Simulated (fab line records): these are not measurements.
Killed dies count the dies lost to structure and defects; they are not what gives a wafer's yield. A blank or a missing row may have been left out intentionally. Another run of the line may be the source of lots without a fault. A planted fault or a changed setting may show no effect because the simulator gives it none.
Split-lot study -- flow sky130 -- on a route of 708 steps: 5 lots, 23 wafers read

== SPLIT DETAILS ==
At SKY_METAL5_SPUTTER_04 (material TiN, target thk 70 nm, time 58.3 s), the setting power_w was moved away from the recipe's 6500 W on 9 of the 23 wafers read, by -10.9% to +12.0%. For the rest of the wafers, this setting stayed at what the recipe calls for.

Reading taken at the split's own step.

== THE READING ==
TiN_of_METAL5_SPUTTER_04.thk_nm (the simulator's own value, which no gauge read), in nm, at SKY_METAL5_SPUTTER_04 (material TiN, target thk 70 nm, time 58.3 s). No usual value for it is given in the file. Here, 14 wafers ran the recipe; their average is 69.41 nm with a standard deviation of 0.72 nm.

wafer,"tool, chamber at the split","power_w as run, W",against the recipe,"TiN_of_METAL5_SPUTTER_04.thk_nm, nm",against lot-mates on the recipe
L077.2,"pvd_sputter-03, -",6500,recipe,69.9,-
L077.3,"pvd_sputter-03, -",6500,recipe,70.1,-
L077.5,"pvd_sputter-03, -",6500,recipe,70.32,-
L080.1,"pvd_sputter-03, -",7279,+12.0%,77.38,+8.51
L080.2,"pvd_sputter-03, -",7279,+12.0%,76.77,+7.90
L080.3,"pvd_sputter-03, -",6500,recipe,68.87,-
L080.5,"pvd_sputter-03, -",7279,+12.0%,77.33,+8.46
L080.6,"pvd_sputter-03, -",6500,recipe,68.86,-
L082.2,"pvd_sputter-03, -",6500,recipe,69.31,-
L082.3,"pvd_sputter-03, -",6500,recipe,69.22,-
L082.4,"pvd_sputter-03, -",6500,recipe,68.88,-
L082.5,"pvd_sputter-03, -",6500,recipe,69.03,-
L082.6,"pvd_sputter-03, -",6500,recipe,68.8,-
L081.1,"pvd_sputter-01, -",6500,recipe,71.09,-
L081.2,"pvd_sputter-01, -",5794,-10.9%,62.73,-7.81
L081.3,"pvd_sputter-01, -",6500,recipe,69.99,-
L081.4,"pvd_sputter-01, -",5794,-10.9%,61.76,-8.78
L081.5,"pvd_sputter-01, -",5794,-10.9%,62.56,-7.98
L084.1,"pvd_sputter-02, -",6185,-4.8%,65.67,-3.02
L084.2,"pvd_sputter-02, -",6500,recipe,68.95,-
L084.4,"pvd_sputter-02, -",6185,-4.8%,65.93,-2.75
L084.5,"pvd_sputter-02, -",6185,-4.8%,65.3,-3.39
L084.6,"pvd_sputter-02, -",6500,recipe,68.42,-

FIT RESULTS
A straight line over all 23 wafers: TiN_of_METAL5_SPUTTER_04.thk_nm changes by +0.658 nm for each +1% of power_w; r = +0.99; the points scatter about the line by 0.66 nm.
The same after taking each lot's own level away (the mean of its wafers on the recipe; 23 wafers): +0.712 nm for each +1%; r = +1.00; scatter 0.39 nm.
According to that fit, moving power_w by its largest amount changes the reading by 8.5 nm.
The lots' own levels span 68.685 to 70.540 nm, that is 2.6 times the standard deviation above.
The two slopes agree, so the slope changes little with the lot-to-lot level.
Check: for one of the wafers moved furthest among these (+12.0%), held out of the fit, the line's prediction against its lot-mates is +8.49 nm. It came out at +8.51 nm against them.

== THE OTHER SPLITS THESE WAFERS WENT THROUGH ==
Other splits were also applied to these wafers ahead of the reading. Each is held against what the fit with the lots' levels taken away leaves over:
other split on the same wafers,wafers away from the commonest value,r with TiN_of_METAL5_SPUTTER_04.thk_nm (lot level and that fit taken away)
SKY_CAP2M_SOFTBAKE_08 temp_c,9,-0.06
SKY_CAP2M_METAL_ETCH_13 time_s,5,+0.18
SKY_METAL4_DEVELOP_12 dev_temp_c,10,-0.18
SKY_VIA4_CMP_02 leave_above_ref_nm,6,-0.28
SKY_VIA4_SOFTBAKE_07 temp_c,5,-0.07
SKY_VIA4_CVD_18 temp_c,6,+0.15

== FILE'S OWN FIT ==
TiN_of_METAL5_SPUTTER_04.thk_nm changes by +0.713 nm for each +1% of power_w, r = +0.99.
